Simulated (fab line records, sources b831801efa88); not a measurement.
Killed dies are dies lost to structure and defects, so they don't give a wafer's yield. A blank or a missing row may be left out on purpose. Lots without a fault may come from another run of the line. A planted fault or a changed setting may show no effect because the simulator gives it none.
Chamber matching | flow sfq_line | SFQ_TRILAYER_I6_CMP_CMP_166 on cmp-02: 4 sister chambers
The step polishes SiO2. 4 wafers are shown with their chamber, then 9 later ones without.

WAFERS WITH THEIR CHAMBER
wafer  | chamber | motor_current_A (A)
L245.1 | 3       | 8.3
L246.1 | 2       | 10.7
L246.2 | 1       | 9.2
L246.3 | 0       | 10.4

WAFERS WITHOUT THEIR CHAMBER
wafer  | motor_current_A (A)
L248.3 | 10.6
L248.1 | 10.3
L248.2 | 9.7
L249.2 | 9.8
L249.5 | 10.4
L249.6 | 8.1
L250.3 | 10.6
L250.5 | 9.9
L250.6 | 8.4

WHICH CHAMBER EACH WENT THROUGH
wafer  | from the rows above          | in truth
L248.3 | can't be placed: 2 or 0      | 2
L248.1 | can't be placed: 0 or 2      | 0
L248.2 | can't be placed: 1 or 0 or 2 | 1
L249.2 | can't be placed: 0 or 1 or 2 | 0
L249.5 | can't be placed: 0 or 2      | 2
L249.6 | 3                            | 3
L250.3 | can't be placed: 2 or 0      | 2
L250.5 | can't be placed: 0 or 1 or 2 | 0
L250.6 | 3                            | 3
Placed correctly: 2 of 9. Can't be placed from these rows: 7 (the true chamber is among the candidates in 7). Placed wrongly: 0.
How it was worked out, from the rows above alone: a wafer's distance from a chamber is the root of the sum, over the readings, of the square of ((its reading less the chamber's mean) divided by the reading's scatter). The wafer belongs to the nearest chamber; if the next one is less than 2 further off, it can't be placed. A chamber's mean is the mean of its shown wafers. The scatter: with one shown wafer a chamber, the root of the mean of the squares of how far each hidden wafer lies from its nearest shown one.
